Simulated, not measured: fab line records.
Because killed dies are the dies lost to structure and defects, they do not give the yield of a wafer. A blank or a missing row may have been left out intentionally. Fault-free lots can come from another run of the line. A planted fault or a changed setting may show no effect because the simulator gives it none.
2 desks, one fault :: flow sky130 :: each desk has only its own numbers; what lay behind them comes last

== THE TOOL OWNER'S DESK: hdpcvd-01 ==
The tool's own readings at SKY_CONTACT_HDPCVD_02 (deposits SiO2, target thk 565 nm, time 94.2 s): means of the sampled wafers that have a number, for each lot that ran on this tool. The brackets show how far a lot's mean lies from the usual mean; more than 4 standard deviations puts the lot out of limits, marked OUT.
Columns: A = sih4_flow_sccm at SKY_CONTACT_HDPCVD_02, usual 59.98 sccm
lot: L653
first seen here: day 30 20:55
A: 59.85

lot: L656
first seen here: day 31 23:49
A: 59.97

lot: L659
first seen here: day 33 11:02
A: 59.94

lot: L660
first seen here: day 33 11:58
A: 60.02

lot: L662
first seen here: day 33 23:53
A: 59.85

lot: L663
first seen here: day 34 22:02
A: 59.95

lot: L664
first seen here: day 34 23:39
A: 59.84

lot: L669
first seen here: day 35 21:26
A: 71.98 (+71) OUT

lot: L671
first seen here: day 36 16:26
A: 71.88 (+70) OUT
Finding of this desk: L669, L671 out of limits; the first was L669 at day 35 21:26, on sih4_flow_sccm at SKY_CONTACT_HDPCVD_02. In limits: L653, L656, L659, L660, L662, L663, L664.

== AT THE METROLOGY DESK ==
Lot by lot, what the gauges showed, no matter which tool ran the lot: averages of those sampled wafers that carry a number. The brackets show how far a lot's mean lies from the usual mean; more than 4 standard deviations puts the lot out of limits, marked OUT.
Columns: A = cd_nm at SKY_VT_ADJUST_HVTR_CD_MEAS_07, usual 379.4 nm; B = CONTACT_HDPCVD_THK at SKY_CONTACT_THK_MEAS_03, usual 564 nm
lot: L653
first seen here: day 9 21:41
A: 378.4
B: 562

lot: L655
first seen here: day 10 16:55
A: 381.5
B: 566

lot: L656
first seen here: day 10 17:48
A: 376.9
B: 558

lot: L658
first seen here: day 11 07:53
A: 379.4
B: 566

lot: L659
first seen here: day 12 00:58
A: 381.4
B: 560

lot: L660
first seen here: day 12 01:36
A: 380.2
B: 566

lot: L662
first seen here: day 12 17:07
A: 376.1
B: 561

lot: L664
first seen here: day 13 14:25
A: 380.1
B: 563

lot: L663
first seen here: day 13 15:12
A: 379.0
B: 561

lot: L665
first seen here: day 14 00:55
A: 384.4
B: 560

lot: L669
first seen here: day 14 15:01
A: 378.9
B: 678 (+25) OUT

lot: L671
first seen here: day 15 06:23
A: 378.1
B: 676 (+25) OUT
This desk's finding: out of limits on L669, L671; first on L669, day 35 21:31 (CONTACT_HDPCVD_THK at SKY_CONTACT_THK_MEAS_03). In limits: L653, L655, L656, L658, L659, L660, L662, L664, L663, L665.

== ALL TOGETHER ==
An alarm could have come from the tool owner's desk at day 35 21:26, on L669, L671.
On L669, L671, the metrology desk was in a position to raise an alarm at day 35 21:31.
On hdpcvd-01, each named lot ran SKY_CONTACT_HDPCVD_02.

== WHAT THE SIMULATOR HAD INSERTED ==
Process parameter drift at SKY_CONTACT_HDPCVD_02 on hdpcvd-01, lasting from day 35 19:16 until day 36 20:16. A move of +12 in setting sih4_flow_sccm, from 60. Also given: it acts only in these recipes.
Struck lots among those shown: L669, L671.
Hours from the fault's start to each desk's first reading out of limits: the tool owner's desk, 2; the metrology desk, 2.
